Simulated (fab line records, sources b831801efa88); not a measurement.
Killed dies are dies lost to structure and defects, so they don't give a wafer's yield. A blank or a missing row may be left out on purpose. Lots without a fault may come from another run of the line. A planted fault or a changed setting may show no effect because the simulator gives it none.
fab line records | flow sky130 | part 2 of 2: steps 24 to 36 of 36
record lots=5 wafers=15 last_day=50
route steps=708 shown VIA3@586 METAL4@598 CAP2M@603
lots that met no fault: from a run of the same line without faults
start_h: hours from the record's first day to the start of the lot's first wafer shown | wait_h: hours since the lot's step before | " the same as in the row above | L1.1+2: a row that stands for several wafers | - no value, or no start given | * or withheld: withheld | < > ~ a bound
route shown NAME@n: a module of which the file shows steps, and the number in the route of the first | usual: mean/standard deviation of fault-free wafers | same: alike in all rows | chamber/n: place in a boat | sites: the reading at each site | _std_site: their standard deviation | _edge_site: outer sites' mean less inner sites' | radius_mm: how far each site lies from the wafer's centre | mask NAME#n: copy n | behind: the tool/chamber that last shaped the wafer | hold: why the lot was held/for how many hours/how that ended | device: the transistor (n, p or np) that didn't switch | end of line: the same wafers' tests at the end of the route | a step without rows: its recipe alone | killed: dies lost to structure and defects at the first sort, not the wafer's yield | map: a wafer's dies, x killed, . not, _ none there
set.NAME: the setting as run; set.NAME@STEP: as run at that earlier step | model.NAME: the simulator's own value behind a step, which no gauge read
lots at some steps of the route; a table a step, a row a wafer
services: from which hour (start_h, from the record's first day; less than 0 if before it) a tool's chamber was out of use, for how many hours, and why
## steps
# step SKY_CAP2M_HMDS_06
# recipe prime_time_s=60 prime_temp_c=120
# usual prime_temp_c=120.02/0.14
# columns lot.wafer tool chamber start_h wait_h prime_temp_c
L077.1 litho_track-02 0 986.08 0.1 119.98
L077.2 " 0 " " 119.83
L077.3 " 0 " " 120.01
L080.1 litho_track-04 0 1012.32 0.1 120.17
L080.3 " 0 " " 120.03
L080.6 " 0 " " 119.92
L085.2 litho_track-02 0 1041.46 0.1 120.07
L085.3 " 0 " " 120.10
L085.6 " 0 " " 120.03
L091.2 litho_track-02 0 1073.31 0.1 119.98
L091.4 " 0 " " 120.14
L091.5 " 0 " " 119.96
L093.1 litho_track-04 0 1080.12 0.1 120.23
L093.5 " 0 " " 120.18
L093.6 " 0 " " 120.33
# step SKY_CAP2M_COAT_07
# recipe resist=NOVOLAK spin_rpm=3000 resist_thk_nm=1140
# columns lot.wafer tool chamber start_h wait_h
L077.1+2+3 litho_track-02 0 986.23 0.1
L080.1+3+6 litho_track-04 0 1012.47 0.1
L085.2+3+6 litho_track-02 0 1041.61 0.1
L091.2+4+5 litho_track-02 0 1073.46 0.1
L093.1+5+6 litho_track-04 0 1080.27 0.1
# step SKY_CAP2M_SOFTBAKE_08
# recipe temp_c=90 time_s=60 resist=NOVOLAK
# same time_s=60
# columns lot.wafer tool chamber start_h wait_h
L077.1+2+3 litho_track-02 0 986.38 0.1
L080.1+3+6 litho_track-04 0 1012.62 0.1
L085.2+3+6 litho_track-02 0 1041.76 0.1
L091.2+4+5 litho_track-02 0 1073.61 0.1
L093.1+5+6 litho_track-04 0 1080.42 0.1
# step SKY_CAP2M_EXPOSE_09
# recipe mask_id=CAP2M na=0.6 source_shape=conventional sigma_outer=0.6 polarization=unpolarized target_cd_nm=1000 dose_mj=159
# columns lot.wafer tool chamber start_h wait_h mask
L077.1+2+3 iline_stepper-02 0 - - CAP2M#0
L080.1+3+6 iline_stepper-01 0 - - CAP2M#0
L085.2+3+6 iline_stepper-02 0 - - CAP2M#0
L091.2+4+5 iline_stepper-02 0 - - CAP2M#0
L093.1+5+6 iline_stepper-02 0 - - CAP2M#0
# step SKY_CAP2M_PEB_10
# recipe temp_c=withheld time_s=* resist=NOVOLAK
# same time_s=*
# columns lot.wafer tool chamber start_h wait_h
L077.1+2+3 litho_track-04 0 - -
L080.1+3+6 litho_track-04 0 - -
L085.2+3+6 litho_track-04 0 - -
L091.2+4+5 litho_track-02 0 - -
L093.1+5+6 litho_track-03 0 - -
# step SKY_CAP2M_DEVELOP_11
# recipe resist=NOVOLAK developer=TMAH develop_time_s=60 dev_temp_c=23
# columns lot.wafer tool chamber start_h wait_h
L077.1+2+3 litho_track-04 0 998.42 0.1
L080.1+3+6 litho_track-04 0 1024.12 0.1
L085.2+3+6 litho_track-04 0 1052.90 0.1
L091.2+4+5 litho_track-02 0 1084.11 0.1
L093.1+5+6 litho_track-03 0 1090.96 0.1
# step SKY_CAP2M_OVL_MEAS_12
# usual CAP2M_OVL=-0.5/1.4
# columns lot.wafer tool chamber start_h wait_h CAP2M_OVL[nm]
L077.1 overlay-01 - 998.57 0.1 -1.1
L077.2 " - " " -0.7
L077.3 " - " " -2.8
L080.1 overlay-01 - 1024.27 0.1 1.2
L080.3 " - " " 0.5
L080.6 " - " " 0.1
L085.2 overlay-01 - 1053.03 0.1 -2.0
L085.3 " - " " 0.2
L085.6 " - " " -0.4
L091.2 overlay-01 - 1084.24 0.1 -2.4
L091.4 " - " " -1.1
L091.5 " - " " -2.9
L093.1 overlay-01 - 1091.11 0.1 -0.4
L093.5 " - " " -1.2
L093.6 " - " " -0.7
# step SKY_CAP2M_METAL_ETCH_13
# recipe target_depth_nm=220 stop_on=SiO2 chemistry=Cl2/BCl3 target=TiN pressure_mtorr=10 icp_w=900 bias_w=48.5 Cl2_flow_sccm=60 bcl3_flow_sccm=30 time_s=62.9
# usual drypump_motor_current_A=5.43/0.29 oes_product_au=0.939/0.0091 throttle_valve_pct=21.903/0.011
# same time_s=62.9
# columns lot.wafer tool chamber start_h wait_h drypump_motor_current_A oes_product_au rf_hours_counter_h throttle_valve_pct
L077.1 rie_metal-04 0 998.61 0.0 5.13 0.935 10 21.911
L077.2 " 1 " " 5.83 0.934 15 21.924
L077.3 " 1 " " 5.85 0.929 - 21.910
L080.1 rie_metal-04 0 1024.31 0.0 5.17 0.940 11 21.890
L080.3 " 0 " " 5.16 0.939 - 21.924
L080.6 " 0 " " 5.19 0.946 - 21.902
L085.2 rie_metal-01 0 1053.06 0.0 5.75 0.942 18 21.908
L085.3 " 0 " " 5.73 0.934 - 21.903
L085.6 " 1 " " 5.24 0.937 - 21.903
L091.2 rie_metal-01 0 1084.27 0.0 5.73 0.949 20 21.891
L091.4 " 0 " " 5.72 0.951 - 21.896
L091.5 " 0 " " 5.72 0.948 - 21.902
L093.1 rie_metal-04 0 1091.15 0.0 5.19 0.950 16 21.883
L093.5 " 1 " " 5.83 0.944 - 21.884
L093.6 " 0 " " 5.17 0.939 - 21.914
# step SKY_CAP2M_STRIP_14
# recipe chemistry=O2/N2 power_w=1400 pressure_mtorr=1500 platen_temp_c=withheld o2_flow_sccm=3000 n2_flow_sccm=300 overash_fraction=0.5
# usual drypump_motor_current_A=6.0/0.4 oes_product_au=0.710/0.0047 strip_time_to_endpoint_s=12.67/0.049
# columns lot.wafer tool chamber start_h wait_h drypump_motor_current_A oes_product_au rf_hours_counter_h strip_time_to_endpoint_s
L077.1 plasma_asher-01 1 998.69 0.1 6.4 0.716 114 12.63
L077.2 " 0 " " 5.3 0.707 114 12.65
L077.3 " 1 " " 6.4 0.708 - 12.71
L080.1 plasma_asher-03 0 1024.39 0.1 6.1 0.710 28 12.64
L080.3 " 1 " " 6.1 0.721 - 12.64
L080.6 " 1 " " 6.1 0.710 - 12.62
L085.2 plasma_asher-01 1 1053.14 0.1 6.4 0.716 119 12.71
L085.3 " 1 " " 6.4 0.708 - 12.74
L085.6 " 0 " " 5.3 0.711 - 12.66
L091.2 plasma_asher-03 1 1084.35 0.1 6.1 0.705 35 12.64
L091.4 " 1 " " 6.1 0.714 - 12.65
L091.5 " 0 " " 6.1 0.706 - 12.67
L093.1 plasma_asher-04 0 1091.22 0.1 6.4 0.715 68 12.77
L093.5 " 0 " " 6.4 0.708 - 12.77
L093.6 " 1 " " 6.0 0.710 - 12.75
# step SKY_CAP2M_STRIP_15
# recipe chemistry=post_etch_residue_remover time_s=1200 temp_c=72.5
# same time_s=1200
# columns lot.wafer tool chamber start_h wait_h
L077.1+2+3 wet_bench-01 2 998.79 0.1
L080.1+3+6 wet_bench-03 1 1024.49 0.1
L085.2+3+6 wet_bench-03 1 1053.24 0.1
L091.2+4+5 wet_bench-02 1 1084.45 0.1
L093.1+5+6 wet_bench-02 1 1091.38 0.1
# step SKY_CAP2M_CLEAN_16
# recipe chemistry=IPA time_s=180 temp_c=25
# same time_s=180
# columns lot.wafer tool chamber start_h wait_h
L077.1+2+3 wet_bench-02 3 999.13 0.0
L080.1+3+6 wet_bench-01 0 1024.83 0.0
L085.2+3+6 wet_bench-02 0 1053.64 0.0
L091.2+4+5 wet_bench-01 3 1084.79 0.0
L093.1+5+6 wet_bench-02 3 1091.75 0.0
# step SKY_CAP2M_CLEAN_17
# recipe chemistry=O3/DIW dry=n2_spin
# columns lot.wafer tool chamber start_h wait_h
L077.1+2+3 wet_bench-02 1 999.19 0.0
L080.1+3+6 wet_bench-02 1 1024.89 0.0
L085.2+3+6 wet_bench-03 3 1053.71 0.0
L091.2+4+5 wet_bench-03 3 1084.85 0.0
L093.1+5+6 wet_bench-02 3 1091.81 0.0
# step SKY_METAL4_DEHYDRATE_05
# recipe temp_c=200 time_s=60
# same time_s=60
# columns lot.wafer tool chamber start_h wait_h
L077.1+2+3 litho_track-02 0 1010.18 10.9
L080.1+3+6 litho_track-03 0 1036.26 11.3
L085.2+3+6 litho_track-01 0 1064.26 10.5
L091.2+4+5 litho_track-02 0 1095.76 10.8
L093.1+5+6 litho_track-03 0 1101.86 9.9
## services
# columns tool chamber start_h hours kind
wet_bench-02 - 951.51 2.1 repair
iline_stepper-02 - 953.16 13.6 repair
cmp-01 - 955.60 25.6 pm
pvd_sputter-02 - 956.80 4.2 repair
rie_diel-03 - 965.00 2.8 pm
plasma_asher-02 - 981.48 2.8 pm
cmp-02 - 981.53 7.5 pm
wet_bench-02 - 984.95 0.5 repair
rie_diel-03 1 992.95 4.3 repair
wet_bench-01 - 997.40 1.2 repair
plasma_asher-02 - 1000.12 1.1 repair
iline_stepper-02 - 1004.67 1.7 pm
rie_diel-03 1 1029.67 5.6 repair
cvd_w-02 - 1052.63 6.7 repair
plasma_asher-01 - 1055.25 9.0 pm
rie_diel-02 - 1063.96 2.8 pm
wet_bench-02 - 1071.69 7.6 repair
rie_diel-02 2 1079.05 2.7 repair
pvd_sputter-03 - 1079.74 1.5 repair
iline_stepper-02 - 1081.41 2.7 repair
cmp-02 - 1082.39 0.8 repair
plasma_asher-01 - 1084.03 2.5 repair
cmp-02 - 1088.90 4.0 pm
cmp-02 - 1092.95 2.3 repair
